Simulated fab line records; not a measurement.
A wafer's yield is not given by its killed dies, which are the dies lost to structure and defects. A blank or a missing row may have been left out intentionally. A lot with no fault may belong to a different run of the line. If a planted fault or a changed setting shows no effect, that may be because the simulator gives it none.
Which tool is to blame? ; flow gf180mcu ; Sampling: 14 lots, 42 wafers, 6 of 602 route steps

## WHAT EACH GAUGE READ, for each wafer
GF_DNWELL_TW_MEAS_09. Usual: for DNWELL_TW the level is 1357 and the standard deviation is 8.3.
lot;measured;on;DNWELL_TW;flag
L261;day 2 22:48;film-metro-02;1363 1366 1361;
L262;day 3 14:30;film-metro-02;1354 1353 1352;
L263;day 3 14:20;film-metro-02;1365 1364 1360;
L264;day 3 14:41;film-metro-02;1353 1365 1356;
L265;day 3 19:44;film-metro-02;1368 1377 1374;
L266;day 4 04:02;film-metro-02;1374 1370 1365;
L269;day 4 12:10;film-metro-02;1362 1360 1369;
L268;day 4 12:38;film-metro-03;1363 1354 1363;
L270;day 4 19:35;film-metro-01;1350 1354 1354;
L274;day 5 13:54;film-metro-02;1350 1336 1354;
L275;day 6 01:13;film-metro-01;1352 1349 1350;
L278;day 6 11:25;film-metro-01;1365 1350 1353;
L282;day 7 10:10;film-metro-01;1354 1359 1356;
L284;day 7 20:33;film-metro-03;1348 1350 1349;

GF_LVPWELL_TW_MEAS_11. Usual: for LVPWELL_TW the level is 560 and the standard deviation is 4.9.
lot;measured;on;LVPWELL_TW;flag
L261;day 4 00:40;film-metro-04;550 551 551;
L262;day 4 16:52;film-metro-03;559 563 566;
L263;day 4 16:10;film-metro-03;562 563 561;
L264;day 4 16:53;film-metro-04;552 549 552;
L265;day 4 23:01;film-metro-03;564 561 560;
L266;day 5 07:41;film-metro-03;567 562 567;
L269;day 5 15:47;film-metro-03;565 564 562;
L268;day 5 16:43;film-metro-04;554 556 559;
L270;day 6 00:22;film-metro-03;562 564 562;
L274;day 6 20:03;film-metro-03;341 344 342;OFF
L275;day 7 06:53;film-metro-03;344 344 345;OFF
L278;day 7 18:31;film-metro-03;565 567 565;
L282;day 8 19:28;film-metro-03;562 560 562;
L284;day 9 05:22;film-metro-03;562 563 558;

GF_VT_IMPLANT_RS_MEAS_48: uses a four-point probe to measure. Usual: for LVPWELL_RS the level is 1196.8 ohm/sq and the standard deviation is 3.
lot;measured;on;LVPWELL_RS (ohm/sq);flag
L261;day 7 16:31;film-metro-01;1200.7 1197.9 1197.0;
L262;day 8 11:59;film-metro-01;1199.2 1195.3 1201.7;
L263;day 8 11:19;film-metro-01;1202.0 1200.3 1204.1;
L264;day 8 13:12;film-metro-04;1193.1 1195.2 1193.0;
L265;day 8 19:05;film-metro-01;1199.3 1196.6 1200.6;
L266;day 9 05:35;film-metro-01;1197.6 1198.0 1198.3;
L269;day 9 13:59;film-metro-01;1195.9 1193.6 1199.1;
L268;day 9 15:18;film-metro-04;1188.8 1195.0 1190.4;
L270;day 10 01:02;film-metro-01;1194.2 1192.9 1192.5;
L274;day 11 01:31;film-metro-04;3808.2 3825.5 3831.0;OFF
L275;day 11 11:55;film-metro-01;3809.7 3802.7 3797.2;OFF
L278;day 12 02:52;film-metro-03;1201.0 1196.1 1196.7;
L282;day 13 09:47;film-metro-03;1200.1 1196.6 1197.4;
L284;day 13 21:13;film-metro-01;1194.9 1197.3 1198.1;

## WHAT TOOL EACH LOT RAN ON (gives the tool, then ch and the chambers of the sampled wafers, and finally the start)
lot;GF_STI_ETCH_13;GF_DNWELL_STRIP_08;GF_LVPWELL_IMPLANT_08
L261;rie-diel-02 ch 0,2,3, day 2 03:02;plasma-asher-02 ch 0,1, day 2 22:42;implanter-01 ch 0, day 4 00:16
L262;rie-diel-02 ch 0,3, day 2 06:28;plasma-asher-04 ch 0,1, day 3 14:24;implanter-04 ch 0, day 4 16:28
L263;rie-diel-01 ch 0,2,3, day 2 14:23;plasma-asher-03 ch 0,1, day 3 14:14;implanter-01 ch 0, day 4 15:46
L264;rie-diel-02 ch 0,2,3, day 2 19:52;plasma-asher-03 ch 0,1, day 3 14:35;implanter-01 ch 0, day 4 16:29
L265;rie-diel-02 ch 1,2, day 3 02:24;plasma-asher-03 ch 0,1, day 3 19:38;implanter-01 ch 0, day 4 22:37
L266;rie-diel-03 ch 1,2, day 3 09:59;plasma-asher-03 ch 0,1, day 4 03:56;implanter-03 ch 0, day 5 07:17
L269;rie-diel-03 ch 0,1,2, day 3 18:10;plasma-asher-03 ch 0,1, day 4 12:05;implanter-01 ch 0, day 5 15:25
L268;rie-diel-01 ch 0,1,2, day 3 18:48;plasma-asher-04 ch 0,1, day 4 12:33;implanter-04 ch 0, day 5 16:21
L270;rie-diel-01 ch 1,2, day 4 01:38;plasma-asher-04 ch 0,1, day 4 19:29;implanter-01 ch 0, day 5 23:58
L274;rie-diel-03 ch 0,2, day 4 19:21;plasma-asher-03 ch 1, day 5 13:48;implanter-01, day 6 19:39
L275;rie-diel-01 ch 0,1, day 5 05:35;plasma-asher-03 ch 0,1, day 6 01:06;implanter-03, day 7 06:30
L278;rie-diel-02 ch 1,3, day 5 16:02;plasma-asher-03 ch 0,1, day 6 11:19;implanter-03 ch 0, day 7 18:07
L282;rie-diel-01 ch 1,3, day 6 13:32;plasma-asher-02 ch 0,1, day 7 10:04;implanter-03 ch 0, day 8 19:05
L284;rie-diel-03 ch 1,2,3, day 7 00:10;plasma-asher-02 ch 0, day 7 20:27;implanter-01 ch 0, day 9 04:58
- GF_STI_ETCH_13: etches the open film in CHF3/O2, stops on Si, target depth 282.31 nm, time 112.9 s.
- GF_DNWELL_STRIP_08: strips in O2/N2.
- GF_LVPWELL_IMPLANT_08

## AS READ BY THE TOOLS THEMSELVES (means over the sampled wafers that have a number; for cases with no such wafer, the mark the record gives instead)
GF_STI_ETCH_13. Usual: drypump-motor-current-A 5.6 A, standard deviation 0.58; oes-product-au 0.832 a.u., standard deviation 0.0065; throttle-valve-pct 8.810 %, standard deviation 0.0083.
lot;tool;drypump-motor-current-A (A);oes-product-au (a.u.);throttle-valve-pct (%);flag
L261;rie-diel-02;5.2;0.829;8.812;
L262;rie-diel-02;5.1;0.838;8.809;
L263;rie-diel-01;5.7;0.832;8.813;
L264;rie-diel-02;5.2;0.832;8.809;
L265;rie-diel-02;5.9;0.834;8.817;
L266;rie-diel-03;5.5;0.837;8.804;
L269;rie-diel-03;5.9;0.833;8.817;
L268;rie-diel-01;5.3;0.833;8.804;
L270;rie-diel-01;5.1;0.832;8.806;
L274;rie-diel-03;5.5;0.833;8.806;
L275;rie-diel-01;5.3;0.835;8.802;
L278;rie-diel-02;6.3;0.831;8.806;
L282;rie-diel-01;5.7;0.834;8.815;
L284;rie-diel-03;5.7;0.832;8.818;

GF_DNWELL_STRIP_08. Usual: drypump-motor-current-A 5.7 A, standard deviation 0.48; heater-power-w 345 W, standard deviation 23; oes-product-au 0.723 a.u., standard deviation 0.0046; strip-time-to-endpoint-s 36.98 s, standard deviation 0.09.
lot;tool;drypump-motor-current-A (A);heater-power-w (W);oes-product-au (a.u.);strip-time-to-endpoint-s (s);flag
L261;plasma-asher-02;5.4;348;0.717;36.94;
L262;plasma-asher-04;5.7;363;0.730;36.88;
L263;plasma-asher-03;6.1;342;0.724;37.03;
L264;plasma-asher-03;5.6;351;0.722;36.82;
L265;plasma-asher-03;5.6;352;0.719;36.91;
L266;plasma-asher-03;5.6;348;0.728;36.94;
L269;plasma-asher-03;6.1;343;0.720;37.10;
L268;plasma-asher-04;5.6;367;0.722;36.88;
L270;plasma-asher-04;5.6;346;0.725;37.04;
L274;plasma-asher-03;6.4;340;0.725;36.97;
L275;plasma-asher-03;6.1;340;0.723;36.95;
L278;plasma-asher-03;6.0;344;0.721;37.02;
L282;plasma-asher-02;5.4;329;0.725;36.95;
L284;plasma-asher-02;5.4;356;0.720;36.93;

GF_LVPWELL_IMPLANT_08. Usual: beam-energy-keV 170.00, standard deviation 0.047; beam-on-s 10.05 s, standard deviation 0.19.
lot;tool;beam-energy-keV;beam-on-s (s);flag
L261;implanter-01;169.94;10.07;
L262;implanter-04;169.96;9.88;
L263;implanter-01;169.95;10.07;
L264;implanter-01;170.00;9.83;
L265;implanter-01;170.01;10.17;
L266;implanter-03;170.03;10.20;
L269;implanter-01;170.03;10.00;
L268;implanter-04;170.05;10.08;
L270;implanter-01;169.96;9.77;
L274;implanter-01;-;-;OFF
L275;implanter-03;-;-;OFF
L278;implanter-03;170.05;10.16;
L282;implanter-03;169.94;9.98;
L284;implanter-01;170.02;10.06;

## THE ANSWER, worked out from the rows above alone
Rule: a lot counts as off when the mean over its wafers that have a number is more than 3 standard deviations away from the usual mean. A lot without any number at a reading at which 4 lots or more have one is off too. All remaining lots with rows at the step are treated as sound. First the gauges in route order, then the tools' own readings, where a lot's mean is used as printed above. The first step at which some lot is off is used, and at that step the reading that is off furthest; a lot without a number counts as furthest.
Off: L274, L275, at GF_LVPWELL_TW_MEAS_11 (LVPWELL_TW).
A tool fits if, at a process step before that reading, it ran every lot that is off, and no sound lot after the first of them. The gauges at GF_LVPWELL_TW_MEAS_11 aren't tried: what is off there is off at GF_VT_IMPLANT_RS_MEAS_48 too, on other tools, and a gauge's error can't cause that. Of those tried, none fits.

## WHAT THE SIMULATOR HAD PUT IN
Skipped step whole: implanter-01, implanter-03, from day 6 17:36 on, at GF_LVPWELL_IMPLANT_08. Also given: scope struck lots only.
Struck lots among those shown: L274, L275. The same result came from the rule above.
